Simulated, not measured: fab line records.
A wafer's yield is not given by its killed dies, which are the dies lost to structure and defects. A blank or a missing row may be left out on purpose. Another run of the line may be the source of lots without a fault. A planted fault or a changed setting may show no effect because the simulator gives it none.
fab line records	flow gf180mcu
record lots=5	wafers=15	last_day=34
route steps=602 shown TOP_METAL@574 PASSIVATION@587
lots with no fault: from the same line, run without faults
start_h: start of the lot's first displayed wafer, in hours after the record's first day	wait_h: how many hours have passed since the lot's step before this one	" the same as in the row above	L1.1+2: a row that stands for several wafers	- either no value or no given start	* or withheld: withheld	< > ~ a bound
route shown NAME@n: NAME is a module with steps in the file, n the number in the route of the first one	usual: mean/standard deviation of fault-free wafers	same: alike in all rows	chamber/n: place in a boat	sites: readings site by site	_std_site: the values' standard deviation	_edge_site: inner sites' mean taken away from outer sites' mean	radius_mm: for every site, how far away it sits from the centre of the wafer	mask NAME#n: copy n	behind: the last tool/chamber to shape the wafer	hold: cause of the lot's hold/its duration in hours/its outcome	device: whichever transistor did not switch (one of n, p or np)	end of line: the tests these same wafers got at the end of their route	for a step that has no rows: nothing shown but its recipe	killed: not the wafer's yield, but the dies lost to structure and defects at the first sort	map: shows each die of a wafer: x if killed, . if not, _ if none is there
set.NAME: the setting the step ran with; set.NAME@STEP: the setting that earlier step ran with	model.NAME: the simulator's own value behind a step, which no gauge read
a table for each step, a row for each wafer; lots at some steps of the route
services: when a tool's chamber went out of use (start_h, in hours from the record's first day, below 0 if earlier), for how many hours, and the reason
## steps
# step GF_TOP_METAL_DEHYDRATE_07
# recipe temp_c=200	time_s=60
# usual chill_plate_temp_C=23.00/0.11	exhaust_pa=45.0/0.79
lot.wafer	tool	chamber	start_h	wait_h	chill_plate_temp_C	exhaust_pa
L074.1	litho_track-04	0	645.80	9.3	23.05	45.8
L074.3	"	0	"	"	23.03	45.9
L074.6	"	0	"	"	22.88	47.8
L076.2	litho_track-03	0	664.13	9.0	22.92	45.6
L076.3	"	0	"	"	23.10	45.4
L076.5	"	0	"	"	22.91	44.4
L077.1	litho_track-02	0	668.05	9.0	22.97	45.7
L077.4	"	0	"	"	22.97	46.1
L077.5	"	0	"	"	22.93	46.5
L079.1	litho_track-02	0	676.75	9.2	22.89	45.2
L079.2	"	0	"	"	22.82	44.4
L079.3	"	0	"	"	22.93	44.2
L097.1	litho_track-04	0	792.09	7.1	23.03	45.1
L097.2	"	0	"	"	22.90	44.3
L097.4	"	0	"	"	23.11	44.5
# step GF_TOP_METAL_HMDS_08
# recipe prime_time_s=60	prime_temp_c=120
# usual chill_plate_temp_C=23.01/0.11	exhaust_pa=44.9/1
lot.wafer	tool	chamber	start_h	wait_h	chill_plate_temp_C	exhaust_pa
L074.1	litho_track-04	0	645.95	0.1	22.98	46.1
L074.3	"	0	"	"	23.01	46.1
L074.6	"	0	"	"	23.03	45.3
L076.2	litho_track-03	0	664.28	0.1	23.11	44.9
L076.3	"	0	"	"	22.79	44.5
L076.5	"	0	"	"	22.95	44.1
L077.1	litho_track-02	0	668.20	0.1	22.93	46.0
L077.4	"	0	"	"	23.00	44.4
L077.5	"	0	"	"	22.98	45.1
L079.1	litho_track-02	0	676.90	0.1	22.94	44.4
L079.2	"	0	"	"	22.96	44.8
L079.3	"	0	"	"	23.12	43.8
L097.1	litho_track-04	0	792.24	0.1	22.98	44.7
L097.2	"	0	"	"	23.14	45.9
L097.4	"	0	"	"	23.01	45.3
# step GF_TOP_METAL_COAT_09
# recipe resist=NOVOLAK	spin_rpm=3000	resist_thk_nm=1500
# usual chill_plate_temp_C=22.98/0.093	exhaust_pa=45.0/0.95
lot.wafer	tool	chamber	start_h	wait_h	chill_plate_temp_C	exhaust_pa
L074.1	litho_track-04	0	646.10	0.1	23.01	45.1
L074.3	"	0	"	"	22.76	44.1
L074.6	"	0	"	"	22.76	44.9
L076.2	litho_track-03	0	664.43	0.1	23.08	44.4
L076.3	"	0	"	"	23.11	45.7
L076.5	"	0	"	"	23.08	44.6
L077.1	litho_track-02	0	668.35	0.1	22.99	44.6
L077.4	"	0	"	"	23.04	45.1
L077.5	"	0	"	"	23.05	45.5
L079.1	litho_track-02	0	677.05	0.1	22.92	45.8
L079.2	"	0	"	"	22.92	44.6
L079.3	"	0	"	"	22.98	45.8
L097.1	litho_track-04	0	792.39	0.1	23.07	45.2
L097.2	"	0	"	"	22.98	44.9
L097.4	"	0	"	"	22.92	45.0
# step GF_TOP_METAL_SOFTBAKE_10
# recipe temp_c=90	time_s=60	resist=NOVOLAK
# usual chill_plate_temp_C=23.00/0.095	exhaust_pa=44.8/0.89
lot.wafer	tool	chamber	start_h	wait_h	chill_plate_temp_C	exhaust_pa
L074.1	litho_track-04	0	646.25	0.1	23.00	44.5
L074.3	"	0	"	"	23.00	44.1
L074.6	"	0	"	"	23.06	45.0
L076.2	litho_track-03	0	664.58	0.1	22.83	44.3
L076.3	"	0	"	"	22.94	45.0
L076.5	"	0	"	"	22.79	44.4
L077.1	litho_track-02	0	668.50	0.1	23.23	44.9
L077.4	"	0	"	"	23.11	44.7
L077.5	"	0	"	"	23.05	43.8
L079.1	litho_track-02	0	677.20	0.1	22.95	44.1
L079.2	"	0	"	"	22.90	43.5
L079.3	"	0	"	"	22.96	43.0
L097.1	litho_track-04	0	792.54	0.1	23.20	44.0
L097.2	"	0	"	"	22.96	45.4
L097.4	"	0	"	"	22.97	45.2
# step GF_TOP_METAL_EXPOSE_11
# recipe mask_id=MetalTop	target_cd_nm=440	na=0.6	source_shape=conventional	sigma_outer=0.6	dose_mj=170
lot.wafer	tool	chamber	start_h	wait_h	mask
L074.1+3+6	iline_stepper-02	0	-	-	MetalTop#0
L076.2+3+5	iline_stepper-02	0	-	-	MetalTop#0
L077.1+4+5	iline_stepper-01	0	-	-	MetalTop#0
L079.1+2+3	iline_stepper-01	0	-	-	MetalTop#0
L097.1+2+4	iline_stepper-02	0	-	-	MetalTop#0
# step GF_TOP_METAL_PEB_12
# recipe temp_c=withheld	time_s=*	resist=NOVOLAK
# usual chill_plate_temp_C=*	exhaust_pa=45.1/1.1
lot.wafer	tool	chamber	start_h	wait_h	chill_plate_temp_C	exhaust_pa
L074.1	litho_track-04	0	-	-	*	47.4
L074.3	"	0	"	"	*	45.7
L074.6	"	0	"	"	*	45.5
L076.2	litho_track-03	0	-	-	*	43.2
L076.3	"	0	"	"	*	43.9
L076.5	"	0	"	"	*	41.9
L077.1	litho_track-02	0	-	-	*	46.0
L077.4	"	0	"	"	*	46.5
L077.5	"	0	"	"	*	45.9
L079.1	litho_track-04	0	-	-	*	42.9
L079.2	"	0	"	"	*	44.3
L079.3	"	0	"	"	*	44.6
L097.1	litho_track-02	0	-	-	*	45.3
L097.2	"	0	"	"	*	45.1
L097.4	"	0	"	"	*	44.4
# step GF_TOP_METAL_DEVELOP_13
# recipe develop_time_s=60	dev_temp_c=23
# usual chill_plate_temp_C=22.99/0.12	exhaust_pa=45.0/0.88
lot.wafer	tool	chamber	start_h	wait_h	chill_plate_temp_C	exhaust_pa
L074.1	litho_track-04	0	655.85	0.1	22.90	44.2
L074.3	"	0	"	"	22.84	45.2
L074.6	"	0	"	"	22.83	45.3
L076.2	litho_track-03	0	673.98	0.1	23.02	44.9
L076.3	"	0	"	"	23.06	45.0
L076.5	"	0	"	"	23.10	44.0
L077.1	litho_track-02	0	678.10	0.1	23.16	42.9
L077.4	"	0	"	"	23.19	44.8
L077.5	"	0	"	"	23.22	43.7
L079.1	litho_track-04	0	687.00	0.1	23.11	45.5
L079.2	"	0	"	"	23.03	46.6
L079.3	"	0	"	"	22.92	45.4
L097.1	litho_track-02	0	799.70	0.1	22.89	44.7
L097.2	"	0	"	"	22.95	45.0
L097.4	"	0	"	"	22.84	44.7
# step GF_TOP_METAL_CD_MEAS_14
# recipe target_cd_nm=440
# usual cd_nm=439.4/2.4
lot.wafer	tool	chamber	start_h	wait_h	cd_nm
L074.1	cd_sem-01	-	656.00	0.1	434.1
L074.3	"	-	"	"	436.2
L074.6	"	-	"	"	436.2
L076.2	cd_sem-02	-	674.14	0.1	441.3
L076.3	"	-	"	"	439.3
L076.5	"	-	"	"	441.2
L077.1	cd_sem-02	-	678.25	0.1	436.7
L077.4	"	-	"	"	437.7
L077.5	"	-	"	"	439.6
L079.1	cd_sem-02	-	687.15	0.1	439.7
L079.2	"	-	"	"	437.2
L079.3	"	-	"	"	439.0
L097.1	cd_sem-01	-	799.85	0.1	438.7
L097.2	"	-	"	"	440.0
L097.4	"	-	"	"	438.4
# step GF_TOP_METAL_OVL_MEAS_15
# usual TOP_METAL_OVL=-1.2/1.3
lot.wafer	tool	chamber	start_h	wait_h	TOP_METAL_OVL[nm]
L074.1	overlay-01	-	656.12	0.1	-1.3
L074.3	"	-	"	"	-2.7
L074.6	"	-	"	"	0.9
L076.2	overlay-01	-	674.24	0.1	-1.8
L076.3	"	-	"	"	-2.5
L076.5	"	-	"	"	-1.4
L077.1	overlay-01	-	678.37	0.1	-2.4
L077.4	"	-	"	"	-2.1
L077.5	"	-	"	"	-3.0
L079.1	overlay-01	-	687.27	0.1	-2.5
L079.2	"	-	"	"	-2.3
L079.3	"	-	"	"	-2.6
L097.1	overlay-01	-	799.97	0.1	-0.1
L097.2	"	-	"	"	-1.3
L097.4	"	-	"	"	0.1
# step GF_TOP_METAL_METAL_ETCH_16
# recipe chemistry=Cl2/BCl3	mask_material=NOVOLAK	target_depth_nm=1197	stop_on=SiO2	pressure_mtorr=8	icp_w=800	bias_w=140	Cl2_flow_sccm=80	bcl3_flow_sccm=40	time_s=199.5
# usual drypump_motor_current_A=5.8/0.56	oes_product_au=0.987/0.0081	throttle_valve_pct=28.234/0.011
lot.wafer	tool	chamber	start_h	wait_h	drypump_motor_current_A	oes_product_au	rf_hours_counter_h	throttle_valve_pct
L074.1	rie_metal-04	0	656.15	0.0	6.5	0.991	6	28.236
L074.3	"	0	"	"	6.5	0.990	-	28.239
L074.6	"	0	"	"	6.5	0.980	-	28.225
L076.2	rie_metal-04	0	674.27	0.0	6.5	0.992	7	28.234
L076.3	"	0	"	"	6.5	0.990	-	28.240
L076.5	"	1	"	"	5.3	0.985	-	28.217
L077.1	rie_metal-03	0	678.40	0.0	6.4	0.992	11	28.233
L077.4	"	1	"	"	4.9	0.983	-	28.226
L077.5	"	0	"	"	6.4	0.988	-	28.229
L079.1	rie_metal-03	1	687.30	0.0	4.8	0.980	1	28.256
L079.2	"	0	"	"	6.4	0.992	11	28.215
L079.3	"	0	"	"	6.4	0.992	-	28.235
L097.1	rie_metal-01	0	800.00	0.0	5.8	0.988	9	28.226
L097.2	"	1	"	"	5.5	0.975	3	28.248
L097.4	"	1	"	"	5.5	0.982	-	28.230
# step GF_TOP_METAL_STRIP_17
# recipe chemistry=O2/N2	power_w=1400	pressure_mtorr=1500	platen_temp_c=250	o2_flow_sccm=3000	n2_flow_sccm=300	overash_fraction=0.5
# usual drypump_motor_current_A=5.9/0.49	heater_power_w=337/10	oes_product_au=0.710/0.0045	strip_time_to_endpoint_s=12.98/0.11
lot.wafer	tool	chamber	start_h	wait_h	drypump_motor_current_A	heater_power_w	oes_product_au	rf_hours_counter_h	strip_time_to_endpoint_s
L074.1	plasma_asher-04	0	656.34	0.1	5.9	324	0.719	54	12.92
L074.3	"	1	"	"	6.6	333	0.707	-	12.93
L074.6	"	0	"	"	5.9	342	0.716	-	12.90
L076.2	plasma_asher-02	0	674.46	0.1	5.3	346	0.721	91	12.97
L076.3	"	1	"	"	6.4	348	0.720	-	12.92
L076.5	"	0	"	"	5.3	359	0.711	-	12.91
L077.1	plasma_asher-01	1	678.59	0.1	5.5	332	0.708	104	12.88
L077.4	"	0	"	"	5.5	330	0.716	-	13.07
L077.5	"	0	"	"	5.5	323	0.705	-	12.93
L079.1	plasma_asher-04	0	687.49	0.1	6.0	321	0.709	58	13.22
L079.2	"	1	"	"	6.7	335	0.717	58	13.10
L079.3	"	0	"	"	6.0	330	0.705	-	13.05
L097.1	plasma_asher-01	1	800.19	0.1	5.4	337	0.723	6	12.90
L097.2	"	0	"	"	5.5	348	0.705	6	13.10
L097.4	"	1	"	"	5.4	325	0.710	-	13.02
# step GF_TOP_METAL_STRIP_18
# recipe chemistry=post_etch_residue_remover	time_s=1200	temp_c=72.5
lot.wafer	tool	chamber	start_h	wait_h
L074.1+3+6	wet_bench-04	1	656.44	0.1
L076.2+3+5	wet_bench-03	0	674.56	0.1
L077.1+4+5	wet_bench-01	1	678.69	0.1
L079.1+2+3	wet_bench-04	1	687.59	0.1
L097.1+2+4	wet_bench-04	3	800.29	0.1
# step GF_TOP_METAL_CLEAN_19
# recipe chemistry=DIW	dry=n2_spin
lot.wafer	tool	chamber	start_h	wait_h
L074.1+3+6	wet_bench-03	3	656.79	0.0
L076.2+3+5	wet_bench-04	0	674.90	0.0
L077.1+4+5	wet_bench-04	0	679.04	0.0
L079.1+2+3	wet_bench-03	1	687.93	0.0
L097.1+2+4	wet_bench-04	1	800.64	0.0
# step GF_PASSIVATION_CVD_00
# recipe material=SiO2	target_thk_nm=1000	precursor=TEOS	temp_c=400	time_s=111.95	rf_w=600
# usual heater_power_w=605/85	susceptor_temp_C=400.01/0.2
lot.wafer	tool	chamber	start_h	wait_h	heater_power_w	susceptor_temp_C
L074.1	pecvd-04	0	656.88	0.0	525	400.20
L074.3	"	1	"	"	691	400.19
L074.6	"	2	"	"	484	399.93
L076.2	pecvd-04	0	675.00	0.0	507	399.95
L076.3	"	2	"	"	601	399.88
L076.5	"	2	"	"	481	400.01
L077.1	pecvd-02	2	679.13	0.0	659	399.85
L077.4	"	2	"	"	714	399.70
L077.5	"	2	"	"	772	399.86
L079.1	pecvd-03	1	688.03	0.0	676	400.01
L079.2	"	2	"	"	520	399.58
L079.3	"	0	"	"	691	399.94
L097.1	pecvd-04	1	800.73	0.0	645	400.16
L097.2	"	2	"	"	600	400.02
L097.4	"	2	"	"	483	400.04
# step GF_PASSIVATION_THK_MEAS_01
# recipe reads=SiO2_of_PASSIVATION_CVD_00
# usual PASSIVATION_CVD_00_THK=1002/13
lot.wafer	tool	chamber	start_h	wait_h	PASSIVATION_CVD_00_THK[nm]
L074.1	film_metro-04	-	656.98	0.1	994
L074.3	"	-	"	"	983
L074.6	"	-	"	"	1008
L076.2	film_metro-04	-	675.09	0.0	1002
L076.3	"	-	"	"	1011
L076.5	"	-	"	"	1005
L077.1	film_metro-04	-	679.25	0.1	1003
L077.4	"	-	"	"	1010
L077.5	"	-	"	"	1019
L079.1	film_metro-03	-	688.11	0.0	1005
L079.2	"	-	"	"	1002
L079.3	"	-	"	"	999
L097.1	film_metro-01	-	800.81	0.0	997
L097.2	"	-	"	"	980
L097.4	"	-	"	"	980
# step GF_PASSIVATION_CVD_02
# recipe material=Si3N4	target_thk_nm=700	time_s=486.18	temp_c=400	rf_w=450
# usual heater_power_w=654/88	susceptor_temp_C=400.00/0.2
lot.wafer	tool	chamber	start_h	wait_h	heater_power_w	susceptor_temp_C
L074.1	pecvd-03	0	657.04	0.1	750	399.81
L074.3	"	2	"	"	566	399.90
L074.6	"	0	"	"	774	399.84
L076.2	pecvd-03	0	675.14	0.0	639	400.12
L076.3	"	1	"	"	602	400.16
L076.5	"	0	"	"	732	400.14
L077.1	pecvd-04	0	679.31	0.1	599	399.89
L077.4	"	2	"	"	529	399.87
L077.5	"	1	"	"	645	400.29
L079.1	pecvd-04	0	688.17	0.1	639	399.83
L079.2	"	1	"	"	801	400.14
L079.3	"	2	"	"	578	400.09
L097.1	pecvd-03	2	800.87	0.1	590	399.98
L097.2	"	1	"	"	722	399.98
L097.4	"	0	"	"	759	399.62
# step GF_PASSIVATION_THK_MEAS_03
# recipe reads=Si3N4_of_PASSIVATION_CVD_02
# usual PASSIVATION_CVD_02_THK=700/8.9
lot.wafer	tool	chamber	start_h	wait_h	PASSIVATION_CVD_02_THK[nm]
L074.1	film_metro-03	-	657.33	0.1	695
L074.3	"	-	"	"	702
L074.6	"	-	"	"	707
L076.2	film_metro-04	-	675.58	0.3	706
L076.3	"	-	"	"	716
L076.5	"	-	"	"	716
L077.1	film_metro-04	-	679.59	0.1	709
L077.4	"	-	"	"	705
L077.5	"	-	"	"	697
L079.1	film_metro-01	-	688.46	0.1	700
L079.2	"	-	"	"	685
L079.3	"	-	"	"	695
L097.1	film_metro-01	-	801.15	0.1	702
L097.2	"	-	"	"	701
L097.4	"	-	"	"	692
# step GF_PASSIVATION_DEHYDRATE_04
# recipe temp_c=200	time_s=60
# usual chill_plate_temp_C=23.00/0.1	exhaust_pa=45.0/0.98
lot.wafer	tool	chamber	start_h	wait_h	chill_plate_temp_C	exhaust_pa
L074.1	litho_track-03	0	666.70	9.4	23.00	44.9
L074.3	"	0	"	"	22.92	44.8
L074.6	"	0	"	"	22.97	43.9
L076.2	litho_track-03	0	685.13	9.5	22.96	45.2
L076.3	"	0	"	"	22.93	46.3
L076.5	"	0	"	"	22.97	46.0
L077.1	litho_track-01	0	688.28	8.7	23.06	46.3
L077.4	"	0	"	"	23.04	45.7
L077.5	"	0	"	"	22.93	46.0
L079.1	litho_track-02	0	697.30	8.8	22.99	45.0
L079.2	"	0	"	"	23.01	44.6
L079.3	"	0	"	"	23.00	43.5
L097.1	litho_track-01	0	807.88	6.7	23.07	44.3
L097.2	"	0	"	"	23.13	44.1
L097.4	"	0	"	"	22.98	45.9
# step GF_PASSIVATION_HMDS_05
# recipe prime_time_s=60	prime_temp_c=120
# usual chill_plate_temp_C=22.99/0.11	exhaust_pa=45.0/0.94
lot.wafer	tool	chamber	start_h	wait_h	chill_plate_temp_C	exhaust_pa
L074.1	litho_track-03	0	666.85	0.1	23.20	45.9
L074.3	"	0	"	"	23.13	45.3
L074.6	"	0	"	"	22.90	45.5
L076.2	litho_track-03	0	685.28	0.1	23.10	45.7
L076.3	"	0	"	"	22.96	45.9
L076.5	"	0	"	"	23.02	45.3
L077.1	litho_track-01	0	688.43	0.1	22.95	44.9
L077.4	"	0	"	"	23.01	44.0
L077.5	"	0	"	"	23.02	44.9
L079.1	litho_track-02	0	697.45	0.1	23.09	45.3
L079.2	"	0	"	"	22.89	45.8
L079.3	"	0	"	"	22.89	45.8
L097.1	litho_track-01	0	808.03	0.1	22.86	43.8
L097.2	"	0	"	"	22.94	44.2
L097.4	"	0	"	"	22.84	45.3
# step GF_PASSIVATION_COAT_06
# recipe spin_rpm=2000	resist_thk_nm=4000
# usual chill_plate_temp_C=23.00/0.11	exhaust_pa=44.8/0.94
lot.wafer	tool	chamber	start_h	wait_h	chill_plate_temp_C	exhaust_pa
L074.1	litho_track-03	0	667.00	0.1	23.11	45.1
L074.3	"	0	"	"	22.97	45.1
L074.6	"	0	"	"	22.92	45.1
L076.2	litho_track-03	0	685.43	0.1	22.80	44.4
L076.3	"	0	"	"	22.86	44.5
L076.5	"	0	"	"	23.03	44.7
L077.1	litho_track-01	0	688.58	0.1	23.15	45.3
L077.4	"	0	"	"	23.08	46.2
L077.5	"	0	"	"	22.90	45.5
L079.1	litho_track-02	0	697.60	0.1	22.85	45.7
L079.2	"	0	"	"	22.94	44.9
L079.3	"	0	"	"	22.96	45.0
L097.1	litho_track-01	0	808.18	0.1	22.90	45.6
L097.2	"	0	"	"	22.94	43.2
L097.4	"	0	"	"	22.91	44.2
# step GF_PASSIVATION_SOFTBAKE_07
# recipe temp_c=110	time_s=withheld
# usual chill_plate_temp_C=22.98/0.09	exhaust_pa=45.0/0.9
lot.wafer	tool	chamber	start_h	wait_h	chill_plate_temp_C	exhaust_pa
L074.1	litho_track-03	0	667.15	0.1	22.96	45.3
L074.3	"	0	"	"	22.97	44.4
L074.6	"	0	"	"	22.88	43.6
L076.2	litho_track-03	0	685.59	0.1	23.13	45.3
L076.3	"	0	"	"	22.90	44.0
L076.5	"	0	"	"	22.97	45.4
L077.1	litho_track-01	0	688.73	0.1	23.07	45.0
L077.4	"	0	"	"	23.02	45.4
L077.5	"	0	"	"	23.08	43.2
L079.1	litho_track-02	0	697.75	0.1	23.00	45.0
L079.2	"	0	"	"	22.88	44.7
L079.3	"	0	"	"	22.91	44.7
L097.1	litho_track-01	0	808.33	0.1	22.89	44.8
L097.2	"	0	"	"	23.00	44.4
L097.4	"	0	"	"	23.00	44.1
# step GF_PASSIVATION_EXPOSE_08
# recipe mask_id=Pad	target_cd_nm=40000	na=0.57	dose_mj=310
lot.wafer	tool	chamber	start_h	wait_h	mask
L074.1+3+6	iline_stepper-01	0	-	-	Pad#0
L076.2+3+5	iline_stepper-01	0	-	-	Pad#0
L077.1+4+5	iline_stepper-02	0	-	-	Pad#0
L079.1+2+3	iline_stepper-02	0	-	-	Pad#0
L097.1+2+4	iline_stepper-02	0	-	-	Pad#0
# step GF_PASSIVATION_PEB_09
# recipe temp_c=115	time_s=withheld
# usual chill_plate_temp_C=22.98/0.097	exhaust_pa=45.3/0.9
lot.wafer	tool	chamber	start_h	wait_h	chill_plate_temp_C	exhaust_pa
L074.1	litho_track-01	0	-	-	23.06	46.1
L074.3	"	0	"	"	23.03	47.4
L074.6	"	0	"	"	23.11	45.1
L076.2	litho_track-01	0	-	-	23.04	45.5
L076.3	"	0	"	"	23.05	46.0
L076.5	"	0	"	"	23.04	45.7
L077.1	litho_track-03	0	-	-	23.01	45.2
L077.4	"	0	"	"	23.14	44.5
L077.5	"	0	"	"	23.08	43.8
L079.1	litho_track-01	0	-	-	23.13	45.4
L079.2	"	0	"	"	23.10	45.3
L079.3	"	0	"	"	22.94	44.5
L097.1	litho_track-03	0	-	-	23.11	43.6
L097.2	"	0	"	"	23.01	45.3
L097.4	"	0	"	"	23.00	45.9
# step GF_PASSIVATION_DEVELOP_10
# recipe develop_time_s=60	dev_temp_c=23
# usual chill_plate_temp_C=23.02/0.11	exhaust_pa=44.9/0.93
lot.wafer	tool	chamber	start_h	wait_h	chill_plate_temp_C	exhaust_pa
L074.1	litho_track-01	0	-	-	23.08	46.2
L074.3	"	0	"	"	23.04	45.5
L074.6	"	0	"	"	22.91	45.7
L076.2	litho_track-01	0	-	-	22.97	43.4
L076.3	"	0	"	"	23.09	44.4
L076.5	"	0	"	"	23.01	45.1
L077.1	litho_track-03	0	-	-	22.86	44.9
L077.4	"	0	"	"	22.98	44.0
L077.5	"	0	"	"	23.12	44.0
L079.1	litho_track-01	0	-	-	23.02	46.4
L079.2	"	0	"	"	23.03	45.1
L079.3	"	0	"	"	22.98	45.6
L097.1	litho_track-03	0	-	-	23.05	45.0
L097.2	"	0	"	"	22.95	45.5
L097.4	"	0	"	"	22.84	45.8
# step GF_PASSIVATION_ETCH_11
# recipe chemistry=CF4/O2	target_depth_nm=2040	stop_on=TiN	source_w=800	bias_w=150	pressure_mtorr=150	cf4_flow_sccm=80	O2_flow_sccm=10	time_s=453.3
# usual drypump_motor_current_A=5.7/0.34	oes_product_au=0.988/0.0091	throttle_valve_pct=5.969/0.0081
lot.wafer	tool	chamber	start_h	wait_h	drypump_motor_current_A	oes_product_au	rf_hours_counter_h	throttle_valve_pct
L074.1	rie_diel-03	0	676.93	-	5.4	0.975	24	5.950
L074.3	"	3	"	"	6.1	0.982	1	5.957
L074.6	"	0	"	"	5.3	0.984	-	5.969
L076.2	rie_diel-02	0	695.38	-	5.4	0.990	9	5.977
L076.3	"	1	"	"	6.1	0.988	17	5.958
L076.5	"	0	"	"	5.4	0.991	-	5.978
L077.1	rie_diel-04	1	698.00	-	5.9	0.994	11	5.968
L077.4	"	2	"	"	5.4	0.987	33	5.962
L077.5	"	2	"	"	5.4	0.993	-	5.977
L079.1	rie_diel-03	2	707.03	-	6.1	0.987	27	5.969
L079.2	"	3	"	"	6.0	0.994	3	5.965
L079.3	"	1	"	"	5.8	0.984	3	5.972
L097.1	rie_diel-02	1	815.85	-	6.1	0.984	23	5.980
L097.2	"	0	"	"	5.4	0.988	15	5.963
L097.4	"	2	"	"	5.4	0.987	21	5.977
# step GF_PASSIVATION_STRIP_12
# recipe chemistry=O2/N2	power_w=1420	pressure_mtorr=1500	platen_temp_c=250	o2_flow_sccm=3000	n2_flow_sccm=300	overash_fraction=0.5
# usual drypump_motor_current_A=6.1/0.43	heater_power_w=334/11	oes_product_au=0.724/0.0047	strip_time_to_endpoint_s=32.6/0.39
lot.wafer	tool	chamber	start_h	wait_h	drypump_motor_current_A	heater_power_w	oes_product_au	rf_hours_counter_h	strip_time_to_endpoint_s
L074.1	plasma_asher-04	0	677.20	0.1	5.9	329	0.726	57	33.1
L074.3	"	0	"	"	5.9	323	0.724	-	32.8
L074.6	"	0	"	"	5.9	324	0.723	-	32.9
L076.2	plasma_asher-04	1	695.65	0.1	6.6	328	0.724	58	32.6
L076.3	"	1	"	"	6.6	334	0.720	-	32.7
L076.5	"	0	"	"	5.9	325	0.730	-	32.3
L077.1	plasma_asher-04	1	698.27	0.1	6.6	330	0.723	59	32.1
L077.4	"	0	"	"	5.9	329	0.720	-	32.8
L077.5	"	1	"	"	6.6	332	0.728	-	32.7
L079.1	plasma_asher-04	0	707.30	0.1	5.9	331	0.729	60	32.7
L079.2	"	1	"	"	6.6	332	0.716	60	32.9
L079.3	"	0	"	"	5.9	320	0.723	-	32.9
L097.1	plasma_asher-04	1	816.12	0.1	6.6	332	0.727	72	32.7
L097.2	"	0	"	"	6.0	328	0.715	72	32.7
L097.4	"	0	"	"	5.9	330	0.728	-	32.7
# step GF_PASSIVATION_ANNEAL_13
# recipe temp_c=400	time_s=1800	ambient=N2/H2	idle_temp_c=300	ramp_up_c_per_min=10	ramp_down_c_per_min=3
# usual spike_tc_bottom_C=426.8/1.1
lot.wafer	tool	chamber	start_h	wait_h	spike_tc_bottom_C
L074.1	furnace-01	0	677.30	0.1	426.9
L074.3	"	0	"	"	427.7
L074.6	"	0	"	"	425.4
L076.2	furnace-02	0	695.75	0.1	427.7
L076.3	"	0	"	"	425.5
L076.5	"	0	"	"	426.8
L077.1	furnace-01	0	698.37	0.1	426.3
L077.4	"	0	"	"	426.6
L077.5	"	0	"	"	426.0
L079.1	furnace-01	0	707.40	0.1	427.1
L079.2	"	0	"	"	425.8
L079.3	"	0	"	"	426.2
L097.1	furnace-02	0	816.22	0.1	425.8
L097.2	"	0	"	"	426.6
L097.4	"	0	"	"	426.3
# step GF_PASSIVATION_BOW_MEAS_14
# recipe mode=bow
# usual PASSIVATION_BOW=138/11
lot.wafer	tool	chamber	start_h	wait_h	PASSIVATION_BOW[um]
L074.1	film_metro-01	-	678.80	0.0	140
L074.3	"	-	"	"	152
L074.6	"	-	"	"	137
L076.2	film_metro-03	-	697.27	0.0	152
L076.3	"	-	"	"	153
L076.5	"	-	"	"	144
L077.1	film_metro-04	-	699.87	0.0	139
L077.4	"	-	"	"	133
L077.5	"	-	"	"	135
L079.1	film_metro-04	-	708.90	0.0	131
L079.2	"	-	"	"	130
L079.3	"	-	"	"	137
L097.1	film_metro-04	-	817.72	0.0	135
L097.2	"	-	"	"	126
L097.4	"	-	"	"	133
## services
tool	chamber	start_h	hours	kind
pecvd-02	2	630.62	7.6	repair
iline_stepper-02	-	647.71	1.7	pm
pecvd-04	-	665.09	2.2	repair
plasma_asher-01	-	669.82	1.3	repair
pecvd-03	2	671.67	9.0	repair
pecvd-02	1	676.07	9.9	repair
furnace-02	-	681.81	2.7	pm
pecvd-02	0	707.95	5.2	repair
plasma_asher-02	-	709.01	2.8	pm
pecvd-02	-	710.55	0.7	repair
furnace-02	-	714.66	4.0	pm
rie_diel-02	3	717.64	10.5	repair
rie_metal-01	-	721.89	32.0	repair
iline_stepper-01	-	729.68	2.0	repair
plasma_asher-01	-	733.75	9.0	pm
furnace-01	-	735.23	3.9	pm
pecvd-04	-	736.03	5.5	pm
rie_diel-02	1	738.15	16.7	repair
rie_metal-03	-	749.54	1.4	pm
iline_stepper-01	-	752.59	21.8	repair
iline_stepper-02	-	758.29	4.8	repair
furnace-02	-	783.68	1.5	pm
pecvd-02	-	799.38	14.0	pm
rie_diel-02	3	802.71	7.1	repair
## key
fault none
